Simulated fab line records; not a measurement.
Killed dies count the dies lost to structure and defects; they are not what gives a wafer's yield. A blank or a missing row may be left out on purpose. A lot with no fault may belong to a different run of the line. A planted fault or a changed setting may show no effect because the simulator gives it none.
What tool caused it? | flow gf180mcu | 39 wafers from 13 lots sampled at 3 of the route's 602 steps

== WHAT THE GAUGES READ, wafer by wafer ==
GF_M2_THK_MEAS_06: measures by xrf. Usual: M2_ALCU_THK 448 nm, standard deviation 5.2.
lot  | measured     | on           | M2_ALCU_THK (nm) | flag
L302 | day 17 20:40 | filmMetro-03 | 441 435 439      | 
L303 | day 18 09:59 | filmMetro-01 | 437 437 444      | 
L304 | day 18 13:29 | filmMetro-03 | 451 450 450      | 
L305 | day 18 23:46 | filmMetro-01 | 446 438 444      | 
L311 | day 21 14:18 | filmMetro-01 | 452 448 453      | 
L313 | day 22 11:35 | filmMetro-01 | 452 450 452      | 
L314 | day 22 13:28 | filmMetro-02 | 453 451 457      | 
L317 | day 23 23:44 | filmMetro-02 | 448 447 443      | 
L318 | day 24 13:47 | filmMetro-03 | 455 454 458      | 
L319 | day 25 01:09 | filmMetro-03 | 444 445 450      | 
L320 | day 25 06:08 | filmMetro-02 | 456 448 449      | 
L322 | day 25 13:02 | filmMetro-03 | 450 450 449      | 
L325 | day 26 10:44 | filmMetro-03 | 456 454 452      | 

== EACH LOT AND THE TOOL THAT RAN IT (in order: tool; ch and the chambers of the sampled wafers; start) ==
lot  | GF_SALICIDE_SPUTTER_02      | GF_M1_STRIP_17
L302 | pvdSputter-02, day 14 19:17 | plasmaAsher-02 ch 0,1, day 16 18:17
L303 | pvdSputter-03, day 15 08:17 | plasmaAsher-04 ch 0,1, day 17 07:41
L304 | pvdSputter-04, day 15 10:47 | plasmaAsher-03 ch 0,1, day 17 10:50
L305 | pvdSputter-03, day 15 20:51 | plasmaAsher-03 ch 1, day 17 20:47
L311 | pvdSputter-02, day 18 07:34 | plasmaAsher-02 ch 0,1, day 20 11:32
L313 | pvdSputter-02, day 19 05:45 | plasmaAsher-03 ch 0,1, day 21 09:30
L314 | pvdSputter-03, day 19 07:44 | plasmaAsher-02 ch 0,1, day 21 11:17
L317 | pvdSputter-03, day 20 20:19 | plasmaAsher-03 ch 0,1, day 22 22:02
L318 | pvdSputter-02, day 21 10:52 | plasmaAsher-04 ch 0,1, day 23 12:38
L319 | pvdSputter-04, day 22 01:50 | plasmaAsher-03 ch 0,1, day 24 00:53
L320 | pvdSputter-02, day 22 04:52 | plasmaAsher-04 ch 0, day 24 05:35
L322 | pvdSputter-04, day 22 12:37 | plasmaAsher-03 ch 0,1, day 24 13:02
L325 | pvdSputter-02, day 23 11:46 | plasmaAsher-03 ch 0,1, day 25 10:23
- GF_SALICIDE_SPUTTER_02: material Co, target thk 10 nm, time 20 s.
- GF_M1_STRIP_17: strips in O2/N2.

== AS READ BY THE TOOLS THEMSELVES (means over the sampled wafers that have a number; for cases with no such wafer, the mark the record gives instead) ==
GF_SALICIDE_SPUTTER_02. Usual: chamberPressurePa 0.4000 Pa, standard deviation 0.00075; throttleValvePct 29.6 %, standard deviation 0.93.
lot  | tool          | chamberPressurePa (Pa) | throttleValvePct (%) | flag
L302 | pvdSputter-02 | 0.4002                 | 28.8                 | 
L303 | pvdSputter-03 | 0.3997                 | 30.3                 | 
L304 | pvdSputter-04 | 0.4001                 | 28.3                 | 
L305 | pvdSputter-03 | 0.3991                 | 30.3                 | 
L311 | pvdSputter-02 | 0.4034                 | 29.0                 | OFF
L313 | pvdSputter-02 | 0.4045                 | 29.3                 | OFF
L314 | pvdSputter-03 | 0.4002                 | 30.2                 | 
L317 | pvdSputter-03 | 0.3998                 | 30.3                 | 
L318 | pvdSputter-02 | 0.4001                 | 29.2                 | 
L319 | pvdSputter-04 | 0.3995                 | 29.2                 | 
L320 | pvdSputter-02 | 0.3998                 | 28.9                 | 
L322 | pvdSputter-04 | 0.3997                 | 30.1                 | 
L325 | pvdSputter-02 | 0.3998                 | 29.3                 | 

GF_M1_STRIP_17. Usual: chamberPressureMTorr 1499.8 mTorr, standard deviation 1.3; drypumpMotorCurrentA 5.9 A, standard deviation 0.35; heaterPowerW 346 W, standard deviation 32; oesProductAu 0.531 a.u., standard deviation 0.0047; stripTimeToEndpointS 7.23 s, standard deviation 0.054.
lot  | tool           | chamberPressureMTorr (mTorr) | drypumpMotorCurrentA (A) | heaterPowerW (W) | oesProductAu (a.u.) | stripTimeToEndpointS (s) | flag
L302 | plasmaAsher-02 | 1499.5                       | 6.0                      | 311              | 0.534               | 7.22                     | 
L303 | plasmaAsher-04 | 1500.1                       | 6.1                      | 350              | 0.530               | 7.19                     | 
L304 | plasmaAsher-03 | 1499.1                       | 5.6                      | 356              | 0.531               | 7.29                     | 
L305 | plasmaAsher-03 | 1499.5                       | 6.1                      | 331              | 0.533               | 7.28                     | 
L311 | plasmaAsher-02 | 1499.3                       | 6.0                      | 311              | 0.533               | 7.27                     | 
L313 | plasmaAsher-03 | 1499.3                       | 5.6                      | 353              | 0.526               | 7.20                     | 
L314 | plasmaAsher-02 | 1498.2                       | 6.0                      | 311              | 0.529               | 7.24                     | 
L317 | plasmaAsher-03 | 1498.7                       | 5.6                      | 345              | 0.526               | 7.21                     | 
L318 | plasmaAsher-04 | 1500.6                       | 6.1                      | 354              | 0.530               | 7.20                     | 
L319 | plasmaAsher-03 | 1499.2                       | 5.6                      | 353              | 0.529               | 7.18                     | 
L320 | plasmaAsher-04 | 1500.5                       | 6.3                      | 411              | 0.528               | 7.24                     | 
L322 | plasmaAsher-03 | 1500.4                       | 5.6                      | 351              | 0.530               | 7.20                     | 
L325 | plasmaAsher-03 | 1499.6                       | 5.8                      | 343              | 0.530               | 7.26                     | 

== THE ANSWER, worked out from the rows above alone ==
Rule: a lot is off if the mean of its wafers that have a number lies more than 3 standard deviations from the usual mean. A lot without any number at a reading at which 4 lots or more have one is off too. Any other lot the step has rows for is counted as sound. Order of review: gauges by route order, followed by the tools' own readings, for which a lot's mean as printed above is used. At the first step where some lot is off, the reading lying furthest off is the one used; lots without a number count as furthest.
Off: L311, L313 (GF_SALICIDE_SPUTTER_02, chamberPressurePa).
A tool fits if, at that step or a process step before it, it ran every lot that is off, and no sound lot after the first of them. Of those tried, none fits.

== WHAT WAS PUT IN BY THE SIMULATOR ==
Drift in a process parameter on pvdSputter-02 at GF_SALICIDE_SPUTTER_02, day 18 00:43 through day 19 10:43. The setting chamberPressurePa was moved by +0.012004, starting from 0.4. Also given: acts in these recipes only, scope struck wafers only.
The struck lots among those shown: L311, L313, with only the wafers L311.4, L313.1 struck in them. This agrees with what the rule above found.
